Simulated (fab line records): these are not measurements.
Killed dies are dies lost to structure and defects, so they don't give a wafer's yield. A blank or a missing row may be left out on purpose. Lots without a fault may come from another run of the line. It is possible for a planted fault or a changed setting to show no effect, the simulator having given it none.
What tool caused it?    flow sky130    14 lots with 42 wafers sampled at 3 steps, on a route of 708 steps

== WHAT THE GAUGES READ, wafer by wafer ==
SKY_NWELL_THK_MEAS_02. Usual: NWELL_OXIDATION_THK typically reads 9.91 nm, with standard deviation 0.17.
lot   measured     on            NWELL_OXIDATION_THK (nm)  flag
L540  day 2 17:25  filmMetro-03  9.59 9.68 9.69            
L541  day 2 23:05  filmMetro-04  9.66 9.57 9.66            
L542  day 3 03:19  filmMetro-04  9.83 9.93 10.08           
L543  day 3 07:23  filmMetro-03  9.84 9.90 9.80            
L544  day 3 11:39  filmMetro-04  9.75 9.86 9.56            
L545  day 3 15:56  filmMetro-02  10.05 9.97 10.08          
L546  day 3 23:17  filmMetro-02  10.00 10.03 10.16         
L547  day 4 02:04  filmMetro-04  10.02 9.89 10.04          
L555  day 5 19:06  filmMetro-02  10.15 10.14 10.25         
L556  day 6 04:55  filmMetro-03  9.88 9.76 9.76            
L558  day 6 13:44  filmMetro-03  9.66 9.55 9.76            
L560  day 6 22:46  filmMetro-02  10.06 10.06 9.98          
L561  day 7 05:19  filmMetro-03  9.67 9.69 9.63            
L562  day 7 15:18  filmMetro-04  10.19 9.98 10.24          

SKY_NWELL_OVL_MEAS_23. Usual: NWELL_01_OVL typically reads -0.3 nm, with standard deviation 1.5.
lot   measured      on          NWELL_01_OVL (nm)  flag
L540  day 5 12:35   overlay-02  -0.3 0.9 0.4       
L541  day 5 17:44   overlay-02  1.6 0.8 -0.1       
L542  day 6 00:43   overlay-02  0.4 1.5 -1.2       
L543  day 6 02:37   overlay-02  0.1 0.9 1.8        
L544  day 6 10:32   overlay-02  -0.9 -2.2 -1.8     
L545  day 6 14:59   overlay-01  -2.2 -0.2 0.2      
L546  day 6 23:14   overlay-01  1.7 -0.3 -1.7      
L547  day 7 00:51   overlay-01  -1.1 0.6 -1.8      
L555  day 9 01:11   overlay-01  -4.4 -1.8 -0.7     
L556  day 9 13:37   overlay-01  -0.3 0.7 -0.6      
L558  day 10 01:34  overlay-01  2.0 1.1 1.0        
L560  day 10 09:55  overlay-02  2.7 2.1 2.0        
L561  day 10 18:40  overlay-02  0.2 0.9 -0.4       
L562  day 11 06:07  overlay-01  -1.6 0.0 -1.3      

== WHAT TOOL EACH LOT RAN ON (gives the tool, then ch and the chambers of the sampled wafers, and finally the start) ==
lot   SKY_PWDE_DEVELOP_06
L540  lithoTrack-03 ch 0, day 4 01:00
L541  lithoTrack-03 ch 0, day 4 06:00
L542  lithoTrack-03 ch 0, day 4 12:00
L543  lithoTrack-02 ch 0, day 4 15:00
L544  lithoTrack-03 ch 0, day 4 21:00
L545  lithoTrack-04 ch 0, day 5 01:00
L546  lithoTrack-04 ch 0, day 5 09:00
L547  lithoTrack-03 ch 0, day 5 11:00
L555  lithoTrack-02 ch 0, day 7 08:00
L556  lithoTrack-02 ch 0, day 7 19:00
L558  lithoTrack-03 ch 0, day 8 04:00
L560  lithoTrack-03 ch 0, day 8 13:00
L561  lithoTrack-04 ch 0, day 8 21:00
L562  lithoTrack-03 ch 0, day 9 07:00
- SKY_PWDE_DEVELOP_06: develop time 60 s.

== AS READ BY THE TOOLS THEMSELVES (means over the sampled wafers that have a number; for cases with no such wafer, the mark the record gives instead) ==
SKY_PWDE_DEVELOP_06. Usual: developerTempC 23.00 C, standard deviation 0.091.
lot   tool           developerTempC (C)  flag
L540  lithoTrack-03  22.98               
L541  lithoTrack-03  22.92               
L542  lithoTrack-03  22.92               
L543  lithoTrack-02  23.01               
L544  lithoTrack-03  22.96               
L545  lithoTrack-04  22.94               
L546  lithoTrack-04  22.97               
L547  lithoTrack-03  23.07               
L555  lithoTrack-02  23.92               OFF
L556  lithoTrack-02  23.92               OFF
L558  lithoTrack-03  23.03               
L560  lithoTrack-03  23.08               
L561  lithoTrack-04  22.97               
L562  lithoTrack-03  23.15               

== THE ANSWER, worked out from the rows above alone ==
Rule: take the mean of a lot's wafers that have a number; if it is more than 3 standard deviations from the usual mean, the lot is off. Also off: a lot with no number at a reading for which 4 or more lots have one. Any other lot the step has rows for is counted as sound. The gauges are gone through in route order, then the tools' own readings, and for those a lot's mean is taken as printed above. The first step at which some lot is off is used, and at that step the reading that is off furthest; a lot without a number counts as furthest.
Off, at SKY_PWDE_DEVELOP_06 on developerTempC: L555, L556.
A tool fits if, at that step or a process step before it, it ran every lot that is off, and no sound lot after the first of them. One fits: lithoTrack-02 at SKY_PWDE_DEVELOP_06. Its last sound lot is L543 (day 4 15:00), its first lot that is off L555 (day 7 08:00): a fault that began between those two fits.
On the lots that are off, the tool's own readings at SKY_PWDE_DEVELOP_06 differ by more than 5 times the standard deviation of the sound lots' means, which bears it out; developerTempC reads 23.92 C there versus 23.00 C on the sound lots.

== WHAT THE SIMULATOR HAD PUT IN ==
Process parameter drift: lithoTrack-02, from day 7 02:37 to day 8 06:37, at SKY_PWDE_DEVELOP_06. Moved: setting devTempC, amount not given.
Shown lots that were struck: L555, L556. The rule above reached the same finding.
